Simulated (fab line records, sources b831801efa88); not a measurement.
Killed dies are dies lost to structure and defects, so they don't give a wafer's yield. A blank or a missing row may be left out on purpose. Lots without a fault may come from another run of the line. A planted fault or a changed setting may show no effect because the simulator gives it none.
Problem report in the 8D (eight disciplines) form, filled by code | flow sky130 | the parts of the form that need people (team, actions taken, sign-off) are left out

1. THE PROBLEM
GATE_OXIDE_OXIDATION_00_THK at SKY_GATE_OXIDE_THK_MEAS_02 reads a mean of 8.91 nm on 9 wafers of 3 lots; wafers without a fault read 10.38 nm with a standard deviation of 0.2. That is -7.4 standard deviations from the usual mean.
First seen on wafer L430.3, day 15 12:01, on film_metro-01. The record holds 36 wafers of 12 lots with a number at this step. Rule for "out", or "out of limits": more than 4 standard deviations from the usual mean. The other wafers with a number count as sound.

2. WHAT IT IS AND WHAT IT IS NOT
question                    | is                           | is not
which readings at this step | GATE_OXIDE_OXIDATION_00_THK  | -
which lots                  | L430, L431, L433             | L424, L432, L434, L436, L437, L441, L443, L444, L445
which wafers of those lots  | all that have a number       | -
read on which gauges        | film_metro-01, film_metro-03 | film_metro-04
when                        | from day 15 12:01            | up to then (3 sound wafers); but 24 sound wafers of L432, L434, L436, L437, L441, L443, L444, L445 came after

3. SUSPECTS, AND WHAT RULES EACH OUT
Counting: a tool at a process step up to the reading stays a suspect if it ran every lot that is out and no sound lot after the first of them.
- the gauge at SKY_GATE_OXIDE_THK_MEAS_02: ruled out. The wafers that are out were read on 2 gauges (film_metro-01, film_metro-03).
- furnace-02 at SKY_GATE_OXIDE_OXIDATION_01 (stabilise 600 s, purge 300 s, target thk 10.268 nm): ruled out as a lasting fault. Sound lots L444, L445 ran on it after its first lot that is out, L430 (day 15 10:35).
Left after counting: nothing in the record.

4. THE CAUSE (what the simulator had put in)
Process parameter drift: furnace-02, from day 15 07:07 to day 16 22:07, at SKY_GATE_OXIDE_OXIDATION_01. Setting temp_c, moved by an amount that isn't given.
Counting ruled it out, wrongly: the rule takes a fault to strike every lot that its tool runs from its start on, and this one did not.

5. THE CHAIN OF EFFECTS, in route order
Each row: a reading whose mean over the struck wafers that have a number lies more than 3 standard deviations from the usual. Only readings for which the record gives a usual standard deviation are gone through. hours: the time from each lot's start at the first step in this table that gives one to its start at this step, as a median over the lots. sigmas: the change in usual standard deviations.
hours | step                        | reading                     | usual    | on struck wafers | change | sigmas
0     | SKY_GATE_OXIDE_OXIDATION_01 | spike_tc_bottom_C           | 916.9 C  | 904.8            | -12.1  | -10
0     | SKY_GATE_OXIDE_OXIDATION_01 | spike_tc_centre_C           | 901.2 C  | 886.9            | -14.3  | -11
0     | SKY_GATE_OXIDE_OXIDATION_01 | spike_tc_lower_C            | 900.3 C  | 886.5            | -13.8  | -13
0     | SKY_GATE_OXIDE_OXIDATION_01 | spike_tc_top_C              | 913.1 C  | 897.4            | -15.7  | -6.3
0     | SKY_GATE_OXIDE_OXIDATION_01 | spike_tc_upper_C            | 900.4 C  | 887.4            | -13.0  | -13
1     | SKY_GATE_OXIDE_THK_MEAS_02  | GATE_OXIDE_OXIDATION_00_THK | 10.38 nm | 8.91             | -1.47  | -7.4
The process steps in it:
- SKY_GATE_OXIDE_OXIDATION_01: stabilise 600 s, purge 300 s, target thk 10.268 nm.
Later measuring or inspecting steps at which every struck wafer that the step has a row for has a number for every such reading, and none has moved that far: SKY_CONTACT_THK_MEAS_01, SKY_CONTACT_CD_MEAS_14.

6. WHAT WOULD HAVE CAUGHT IT SOONER
In this record the first reading out of limits at a measuring or inspecting step was taken at day 15 12:01, 5 hours after the fault began at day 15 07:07.
The tool's own readings at SKY_GATE_OXIDE_OXIDATION_01 were out on every struck wafer that the step has a row for (spike_tc_bottom_C, spike_tc_centre_C, spike_tc_lower_C, spike_tc_top_C, spike_tc_upper_C): an alarm limit on them would have fired on the first of those.
